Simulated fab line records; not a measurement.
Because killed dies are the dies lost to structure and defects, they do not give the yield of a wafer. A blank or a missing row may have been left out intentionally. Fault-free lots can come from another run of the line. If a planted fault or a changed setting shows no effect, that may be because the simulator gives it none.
fab line records | flow gf180mcu | part 2 of 2: steps 29 to 38 of 38
[record] lots = 5 | wafers = 15 | lastDay = 33
route steps=602 shown PSD@249 NSD@262 SAB@264 SALICIDE@278
lots that met no fault: from a run of the same line without faults
startH: the number of hours between the record's first day and the start of the first shown wafer of the lot | waitH: time in hours since the lot's previous step | " the same as in the row above | L1.1+2: several wafers, shown together as one row | - no value present, or no start provided | * or withheld: withheld | < > ~ a bound
route shown NAME@n: a module of which the file shows steps, and the number in the route of the first | usual: the fault-free wafers' mean and standard deviation | same: alike in all rows | chamber/n: place in a boat | sites: the reading at each site | _std_site: their standard deviation | _edge_site: inner sites' mean taken away from outer sites' mean | radiusMm: how far each site lies from the wafer's centre | mask NAME#n: copy n | behind: tool/chamber where the wafer was last shaped | hold: the reason the lot was held/the length of the hold in hours/how it ended | device: transistor that didn't switch, given as n, p or np | end of line: the tests these same wafers got at the end of their route | for a step that has no rows: nothing shown but its recipe | killed: at the first sort, the dies lost to defects and structure; wafer yield is something else | map: the dies of a wafer, with x for killed, . for not killed, _ for no die there
set.NAME: the setting the step ran with; set.NAME@STEP: the setting that earlier step ran with | model.NAME: the simulator's own value behind a step, which no gauge read
lots seen at some steps along the route; tables by step, rows by wafer
services: when a tool's chamber went out of use (startH, in hours from the record's first day, below 0 if earlier), for how many hours, and the reason
[[steps]]
[step GF_SAB_STRIP_13]
[recipe] chemistry = O2/N2 | powerW = 1400 | pressureMtorr = 1500 | platenTempC = 250 | o2FlowSccm = 3000 | n2FlowSccm = 300 | overashFraction = 0.5
[usual] drypumpMotorCurrentA = 5.6/0.46 | heaterPowerW = 330/23 | o2FlowSccm = 3001/9.6 | oesProductAu = 0.710/0.0044 | stripTimeToEndpointS = 12.62/0.032
lot.wafer | tool           | chamber | startH | waitH | drypumpMotorCurrentA | heaterPowerW | o2FlowSccm | oesProductAu | rfHoursCounterH | stripTimeToEndpointS
L075.1    | plasmaAsher-01 | 0       | 350.70 | 0.0   | 4.9                  | 321          | 3013       | 0.710        | 57              | 12.60
L075.3    | "              | 1       | "      | "     | 5.7                  | 357          | 3003       | 0.709        | -               | 12.61
L075.6    | "              | 0       | "      | "     | 5.0                  | 324          | 2999       | 0.710        | -               | 12.57
L076.1    | plasmaAsher-01 | 0       | 362.17 | 0.0   | 5.0                  | 318          | 3005       | 0.710        | 58              | 12.59
L076.2    | "              | 1       | "      | "     | 5.7                  | 350          | 2989       | 0.711        | 58              | 12.59
L076.6    | "              | 1       | "      | "     | 5.7                  | 356          | 2975       | 0.712        | -               | 12.60
L081.1    | plasmaAsher-04 | 1       | 401.15 | 0.0   | 5.8                  | 355          | 2993       | 0.706        | 74              | 12.58
L081.4    | "              | 1       | "      | "     | 5.7                  | 361          | 2988       | 0.704        | -               | 12.56
L081.5    | "              | 0       | "      | "     | 5.2                  | 318          | 3001       | 0.715        | -               | 12.56
L087.2    | plasmaAsher-01 | 1       | 461.24 | 0.0   | 5.7                  | 342          | 3007       | 0.712        | 69              | 12.57
L087.3    | "              | 1       | "      | "     | 5.7                  | 354          | 3002       | 0.706        | -               | 12.58
L087.6    | "              | 0       | "      | "     | 4.9                  | 329          | 3003       | 0.717        | -               | 12.64
L093.1    | plasmaAsher-04 | 0       | 506.17 | 0.0   | 5.2                  | 329          | 3013       | 0.718        | 86              | 12.60
L093.2    | "              | 1       | "      | "     | 5.7                  | 349          | 3000       | 0.719        | 86              | 12.62
L093.3    | "              | 1       | "      | "     | 5.8                  | 357          | 3003       | 0.707        | -               | 12.67
[step GF_SALICIDE_CLEAN_00]
[recipe] chemistry = SC1/SC2 | mix = 1:4:20 | tempC = 70 | timeS = 150
lot.wafer  | tool        | chamber | startH | waitH
L075.1+3+6 | wetBench-04 | 2       | 350.80 | 0.1
L076.1+2+6 | wetBench-02 | 2       | 362.27 | 0.1
L081.1+4+5 | wetBench-04 | 3       | 401.25 | 0.1
L087.2+3+6 | wetBench-03 | 0       | 461.34 | 0.1
L093.1+2+3 | wetBench-02 | 1       | 506.27 | 0.1
[step GF_SALICIDE_WET_ETCH_01]
[recipe] chemistry = dHF | targetDepthNm = 5 | dry = ipaMarangoni | target = SiO2 | tempC = 25 | dilution = 100:1 | timeS = 100
lot.wafer  | tool        | chamber | startH | waitH
L075.1+3+6 | wetBench-03 | 3       | 350.85 | 0.0
L076.1+2+6 | wetBench-04 | 1       | 362.32 | 0.0
L081.1+4+5 | wetBench-03 | 2       | 401.31 | 0.0
L087.2+3+6 | wetBench-04 | 3       | 461.40 | 0.0
L093.1+2+3 | wetBench-04 | 1       | 506.32 | 0.0
[step GF_SALICIDE_SPUTTER_02]
[recipe] material = Co | targetThkNm = 10 | powerW = 1000 | timeS = 20 | chamberPressurePa = 0.4
[usual] throttleValvePct = 29.4/0.9
lot.wafer | tool          | chamber | startH | waitH | throttleValvePct
L075.1    | pvdSputter-02 | -       | 350.92 | 0.0   | 30.7
L075.3    | "             | -       | "      | "     | 28.4
L075.6    | "             | -       | "      | "     | 30.7
L076.1    | pvdSputter-02 | -       | 362.36 | 0.0   | 29.5
L076.2    | "             | -       | "      | "     | 29.1
L076.6    | "             | -       | "      | "     | 29.3
L081.1    | pvdSputter-02 | -       | 401.35 | 0.0   | 28.3
L081.4    | "             | -       | "      | "     | 29.0
L081.5    | "             | -       | "      | "     | 28.4
L087.2    | pvdSputter-03 | -       | 461.43 | 0.0   | 30.5
L087.3    | "             | -       | "      | "     | 29.9
L087.6    | "             | -       | "      | "     | 29.7
L093.1    | pvdSputter-04 | -       | 506.36 | 0.0   | 29.1
L093.2    | "             | -       | "      | "     | 30.1
L093.3    | "             | -       | "      | "     | 28.3
[step GF_SALICIDE_SPUTTER_03]
[recipe] material = TiN | targetThkNm = 20 | powerW = 6500 | timeS = 16.7 | chamberPressurePa = 0.4
[usual] throttleValvePct = 29.5/0.89
lot.wafer | tool          | chamber | startH | waitH | throttleValvePct
L075.1    | pvdSputter-02 | -       | 350.95 | 0.0   | 30.6
L075.3    | "             | -       | "      | "     | 28.6
L075.6    | "             | -       | "      | "     | 30.2
L076.1    | pvdSputter-02 | -       | 362.39 | 0.0   | 29.5
L076.2    | "             | -       | "      | "     | 28.8
L076.6    | "             | -       | "      | "     | 29.0
L081.1    | pvdSputter-02 | -       | 401.38 | 0.0   | 28.3
L081.4    | "             | -       | "      | "     | 29.1
L081.5    | "             | -       | "      | "     | 28.2
L087.2    | pvdSputter-03 | -       | 461.46 | 0.0   | 30.6
L087.3    | "             | -       | "      | "     | 29.6
L087.6    | "             | -       | "      | "     | 29.5
L093.1    | pvdSputter-04 | -       | 506.39 | 0.0   | 28.5
L093.2    | "             | -       | "      | "     | 30.0
L093.3    | "             | -       | "      | "     | 28.3
[step GF_SALICIDE_RS_MEAS_04]
[recipe] thkMeasGauge = four-point-probe | reads = TiN_of_SALICIDE_SPUTTER_03+Co_of_SALICIDE_SPUTTER_02
[usual] SALICIDE_TIN_RS = 16.15/0.29
lot.wafer | tool         | chamber | startH | waitH | SALICIDE_TIN_RS[ohm/sq]
L075.1    | filmMetro-04 | -       | 350.98 | 0.0   | 16.60
L075.3    | "            | -       | "      | "     | 16.17
L075.6    | "            | -       | "      | "     | 16.52
L076.1    | filmMetro-02 | -       | 362.41 | 0.0   | 16.13
L076.2    | "            | -       | "      | "     | 16.28
L076.6    | "            | -       | "      | "     | 16.26
L081.1    | filmMetro-04 | -       | 401.40 | 0.0   | 16.80
L081.4    | "            | -       | "      | "     | 16.74
L081.5    | "            | -       | "      | "     | 16.90
L087.2    | filmMetro-04 | -       | 461.51 | 0.0   | 16.04
L087.3    | "            | -       | "      | "     | 15.96
L087.6    | "            | -       | "      | "     | 15.94
L093.1    | filmMetro-01 | -       | 506.41 | 0.0   | 16.03
L093.2    | "            | -       | "      | "     | 16.06
L093.3    | "            | -       | "      | "     | 16.33
[step GF_SALICIDE_THK_MEAS_05]
[recipe] thkMeasGauge = xrf | reads = TiN_of_SALICIDE_SPUTTER_03
[usual] SALICIDE_TIN_THK = 20.0/0.32
lot.wafer | tool         | chamber | startH | waitH | SALICIDE_TIN_THK[nm]
L075.1    | filmMetro-04 | -       | 351.10 | 0.1   | 20.1
L075.3    | "            | -       | "      | "     | 19.7
L075.6    | "            | -       | "      | "     | 20.3
L076.1    | filmMetro-02 | -       | 362.53 | 0.1   | 20.3
L076.2    | "            | -       | "      | "     | 19.9
L076.6    | "            | -       | "      | "     | 20.1
L081.1    | filmMetro-04 | -       | 401.52 | 0.1   | 19.2
L081.4    | "            | -       | "      | "     | 19.6
L081.5    | "            | -       | "      | "     | 19.5
L087.2    | filmMetro-04 | -       | 461.62 | 0.1   | 20.5
L087.3    | "            | -       | "      | "     | 20.5
L087.6    | "            | -       | "      | "     | 20.7
L093.1    | filmMetro-01 | -       | 506.53 | 0.1   | 20.3
L093.2    | "            | -       | "      | "     | 20.4
L093.3    | "            | -       | "      | "     | 19.8
[step GF_SALICIDE_RTA_06]
[recipe] tempC = 530 | timeS = 30 | ambient = N2
[usual] lampPowerPct = 6.11/0.12 | wafer_temp_C_max = 532.4/0.54
lot.wafer | tool         | chamber | startH | waitH | lampPowerPct | wafer_temp_C_max
L075.1    | rtpAnneal-01 | 0       | 351.16 | 0.1   | 6.21         | 532.1
L075.3    | "            | 0       | "      | "     | 6.20         | 533.4
L075.6    | "            | 0       | "      | "     | 6.21         | 532.3
L076.1    | rtpAnneal-01 | 0       | 362.59 | 0.1   | 6.20         | 531.6
L076.2    | "            | 0       | "      | "     | 6.20         | 531.5
L076.6    | "            | 0       | "      | "     | 6.20         | 532.8
L081.1    | rtpAnneal-02 | 0       | 401.58 | 0.1   | 5.94         | 532.5
L081.4    | "            | 0       | "      | "     | 5.95         | 532.5
L081.5    | "            | 0       | "      | "     | 5.95         | 532.9
L087.2    | rtpAnneal-01 | 0       | 461.68 | 0.1   | 6.20         | 531.9
L087.3    | "            | 0       | "      | "     | 6.21         | 532.3
L087.6    | "            | 0       | "      | "     | 6.20         | 532.4
L093.1    | rtpAnneal-01 | 0       | 506.59 | 0.1   | 6.20         | 532.8
L093.2    | "            | 0       | "      | "     | 6.21         | 532.2
L093.3    | "            | 0       | "      | "     | 6.20         | 532.3
[step GF_SALICIDE_WET_ETCH_07]
[recipe] chemistry = SPM | targetDepthNm = 120 | dry = n2Spin
lot.wafer  | tool        | chamber | startH | waitH
L075.1+3+6 | wetBench-03 | 0       | 351.26 | 0.1
L076.1+2+6 | wetBench-02 | 1       | 362.69 | 0.1
L081.1+4+5 | wetBench-04 | 0       | 401.68 | 0.1
L087.2+3+6 | wetBench-02 | 0       | 461.77 | 0.1
L093.1+2+3 | wetBench-03 | 2       | 506.69 | 0.1
[step GF_SALICIDE_RTA_08]
[recipe] tempC = 800 | timeS = 30 | ambient = N2
[usual] lampPowerPct = 16.9/0.35 | wafer_temp_C_max = 803.8/0.79
lot.wafer | tool         | chamber | startH | waitH | lampPowerPct | wafer_temp_C_max
L075.1    | rtpAnneal-01 | 0       | 351.44 | 0.0   | 17.2         | 803.5
L075.3    | "            | 0       | "      | "     | 17.2         | 802.8
L075.6    | "            | 0       | "      | "     | 17.2         | 804.0
L076.1    | rtpAnneal-01 | 0       | 362.78 | 0.0   | 17.2         | 805.2
L076.2    | "            | 0       | "      | "     | 17.2         | 803.5
L076.6    | "            | 0       | "      | "     | 17.2         | 804.1
L081.1    | rtpAnneal-01 | 0       | 401.78 | 0.0   | 17.2         | 803.5
L081.4    | "            | 0       | "      | "     | 17.3         | 804.8
L081.5    | "            | 0       | "      | "     | 17.2         | 804.3
L087.2    | rtpAnneal-02 | 0       | 461.87 | 0.0   | 16.5         | 803.2
L087.3    | "            | 0       | "      | "     | 16.5         | 803.1
L087.6    | "            | 0       | "      | "     | 16.5         | 804.6
L093.1    | rtpAnneal-02 | 0       | 506.79 | 0.0   | 16.5         | 803.8
L093.2    | "            | 0       | "      | "     | 16.5         | 804.3
L093.3    | "            | 0       | "      | "     | 16.5         | 803.5
[[services]]
tool            | chamber | startH | hours | kind
ilineStepper-02 | -       | 296.81 | 1.7   | pm
implanter-03    | -       | 307.65 | 5.9   | repair
ilineStepper-01 | -       | 307.66 | 4.1   | repair
pvdSputter-04   | -       | 316.01 | 9.8   | repair
pvdSputter-03   | -       | 316.59 | 1.2   | repair
pvdSputter-03   | -       | 316.99 | 3.6   | repair
rtpAnneal-02    | -       | 319.46 | 64.5  | pm
ilineStepper-01 | -       | 341.40 | 1.7   | pm
pvdSputter-04   | -       | 342.51 | 3.1   | repair
pecvd-02        | 2       | 354.75 | 18.7  | repair
plasmaAsher-04  | -       | 354.98 | 4.9   | repair
implanter-03    | -       | 365.17 | 3.1   | repair
ilineStepper-01 | -       | 375.53 | 12.5  | repair
plasmaAsher-01  | -       | 382.27 | 0.7   | repair
implanter-03    | -       | 393.92 | 10.6  | pm
wetBench-03     | -       | 394.59 | 5.2   | repair
pvdSputter-02   | -       | 403.47 | 1.9   | repair
plasmaAsher-01  | -       | 421.63 | 2.0   | repair
plasmaAsher-01  | -       | 424.77 | 0.7   | repair
pvdSputter-02   | -       | 435.18 | 9.1   | repair
pvdSputter-02   | -       | 467.07 | 4.9   | repair
implanter-03    | -       | 481.83 | 4.5   | repair
rtpAnneal-02    | -       | 482.02 | 2.1   | pm
ilineStepper-02 | -       | 506.60 | 2.5   | repair
